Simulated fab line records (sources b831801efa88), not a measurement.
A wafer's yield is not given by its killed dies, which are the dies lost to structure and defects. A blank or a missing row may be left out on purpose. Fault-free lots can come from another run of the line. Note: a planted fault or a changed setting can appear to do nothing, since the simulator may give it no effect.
One fault through the eyes of 2 desks || flow gf180mcu || every desk sees just its own numbers, and what lay behind them comes last

METROLOGY DESK
Means of the sampled wafers that have a number, per lot and without regard to the tool the lot ran on: this is what the gauges read. Marked OUT: a lot whose mean sits more than 4 standard deviations from the usual mean, which makes it out of limits; the brackets give that distance.
Columns: A = M2_ALCU_RS at GF_M2_RS_MEAS_05, usual 0.0693 ohm/sq
{"lot": "L264", "first seen here": "day 18 10:57", "A": 0.0703}
{"lot": "L265", "first seen here": "day 18 21:03", "A": 0.0694}
{"lot": "L266", "first seen here": "day 19 03:02", "A": 0.0688}
{"lot": "L267", "first seen here": "day 19 16:15", "A": 0.0697}
{"lot": "L268", "first seen here": "day 20 07:35", "A": 0.0691}
{"lot": "L272", "first seen here": "day 21 14:37", "A": 0.0687}
{"lot": "L277", "first seen here": "day 23 08:35", "A": 0.0698}
{"lot": "L280", "first seen here": "day 24 03:51", "A": 0.0704}
{"lot": "L281", "first seen here": "day 24 15:05", "A": 0.0685}
{"lot": "L284", "first seen here": "day 25 17:22", "A": 0.0694}
{"lot": "L286", "first seen here": "day 26 03:36", "A": 0.0691}
This desk found nothing out of limits on any of the 11 lots.

DESK OF THE TOOL OWNER: pvd-sputter-01
At GF_M2_SPUTTER_01 (material TiN, target thk 30 nm, time 25 s) the tool's own readings: per lot run on this tool, the mean of the sampled wafers that have a number. Marked OUT: a lot whose mean sits more than 4 standard deviations from the usual mean, which makes it out of limits; the brackets give that distance.
Columns: A = cathode-dc-power-W at GF_M2_SPUTTER_01, usual 6500.1 W; B = chamber-pressure-pa at GF_M2_SPUTTER_01, usual 0.4000 Pa; C = throttle-valve-pct at GF_M2_SPUTTER_01, usual 29.8 %
{"lot": "L264", "first seen here": "day 18 10:49", "A": 6500.2, "B": 0.3999, "C": 30.4}
{"lot": "L267", "first seen here": "day 19 16:08", "A": 6500.8, "B": 0.4005, "C": 30.7}
{"lot": "L268", "first seen here": "day 20 07:27", "A": 6501.1, "B": 0.4002, "C": 31.2}
{"lot": "L277", "first seen here": "day 23 08:28", "A": 6499.8, "B": 0.3999, "C": 31.1}
{"lot": "L284", "first seen here": "day 25 17:11", "A": 6500.7, "B": 0.4001, "C": 31.1}
This desk found nothing out of limits on any of the 5 lots.

BROUGHT TOGETHER
From the metrology desk's view, nothing was out of limits.
The tool owner's desk saw nothing out of limits.

WHAT HAD BEEN PUT IN BY THE SIMULATOR
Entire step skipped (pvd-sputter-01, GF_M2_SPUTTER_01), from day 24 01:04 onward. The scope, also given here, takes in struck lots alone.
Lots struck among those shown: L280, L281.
